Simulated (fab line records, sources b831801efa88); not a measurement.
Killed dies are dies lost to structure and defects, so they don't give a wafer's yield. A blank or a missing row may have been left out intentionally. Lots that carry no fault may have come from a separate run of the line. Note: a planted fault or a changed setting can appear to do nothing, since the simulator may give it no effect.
Problem report in the 8D (eight disciplines) form, filled by code :: flow gf180mcu :: the parts of the form that need people (team, actions taken, sign-off) are left out

## 1. WHAT IS WRONG
DNWELL_TW at GF_DNWELL_TW_MEAS_09 reads a mean of 1452 on 3 wafers of 2 lots; wafers without a fault read 1354 with a standard deviation of 14. Relative to the usual mean, that is a shift of +7.0 standard deviations.
First observed at day 4 12:23: wafer L289.3, on film metro-04. The record holds 38 wafers of 13 lots with a number at this step. Rule for "out" (also "out of limits"): further than 4 standard deviations from the usual mean. All remaining wafers that have a number are taken as sound.

## 2. WHAT THIS IS AND IS NOT
question: which readings at this step
is: DNWELL_TW
is not: -

question: which lots
is: L289, L290
is not: L282, L283, L284, L285, L286, L287, L288, L300, L301, L303, L304

question: which wafers of those lots
is: L289.3, L290.3, L290.4
is not: L289.1, L289.5

question: read on which gauges
is: film metro-01, film metro-04
is not: film metro-03

question: when
is: from day 4 12:23
is not: up to then (23 sound wafers); but 12 sound wafers of L300, L301, L303, L304 came after

## 3. SUSPECTS, AND WHAT RULES EACH OUT
Counting: a tool at a process step up to the reading stays a suspect if it ran every lot that is out. Sound lots after the first of them don't rule it out here, since some wafers of a struck lot are sound.
- the gauge at GF_DNWELL_TW_MEAS_09: ruled out. Those wafers that are out were read across 2 gauges (film metro-01, film metro-04).
- implanter-04 at GF_DNWELL_IMPLANT_07: kept. Ran every lot that is out, first one L289 (day 4 12:07); last sound lot up to then L288 (day 4 08:05). Its own readings are out on those wafers: beam on s, faraday current uA.
Remaining after the count: implanter-04 at GF_DNWELL_IMPLANT_07.

## 4. THE CAUSE (what the simulator had put in)
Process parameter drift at GF_DNWELL_IMPLANT_07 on implanter-04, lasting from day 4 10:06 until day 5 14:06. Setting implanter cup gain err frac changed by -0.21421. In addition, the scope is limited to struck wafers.
Counting left only this tool.

## 5. THE EFFECT CHAIN, in route order
Each row: a reading whose mean over the struck wafers that have a number lies more than 3 standard deviations from the usual. Only readings for which the record gives a usual standard deviation are gone through. hours: the time from each lot's start at the first step in this table that gives one to its start at this step, as a median over the lots. sigmas: the change in usual standard deviations.
hours: 0
step: GF_DNWELL_IMPLANT_07
reading: beam on s
usual: 9.97 s
on struck wafers: 12.81
change: +2.84
sigmas: +16

hours: 0
step: GF_DNWELL_IMPLANT_07
reading: faraday current uA
usual: 56.6
on struck wafers: 44.0
change: -12.6
sigmas: -13

hours: 0
step: GF_DNWELL_TW_MEAS_09
reading: DNWELL_TW
usual: 1354
on struck wafers: 1452
change: +98
sigmas: +7.0
It contains these process steps:
- GF_DNWELL_IMPLANT_07
At these later measuring or inspecting steps, every struck wafer for which the step has a row has a number for every such reading, and none has moved that far: GF_VT_IMPLANT_OVL_MEAS_29.

## 6. WHAT WOULD HAVE CAUGHT IT SOONER
Counted from the fault's start at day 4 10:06, it took 2 hours until the first out-of-limits reading at a measuring or inspecting step in this record, taken at day 4 12:23.
At GF_DNWELL_IMPLANT_07, the tool's own readings (beam on s, faraday current uA) were out on each struck wafer the step has a row for, so an alarm limit on them would have fired on the first such wafer.
Lots out: 2; of these, L290 started GF_DNWELL_IMPLANT_07 on implanter-04 after day 4 12:23. Holding the tool at that time would have saved it.
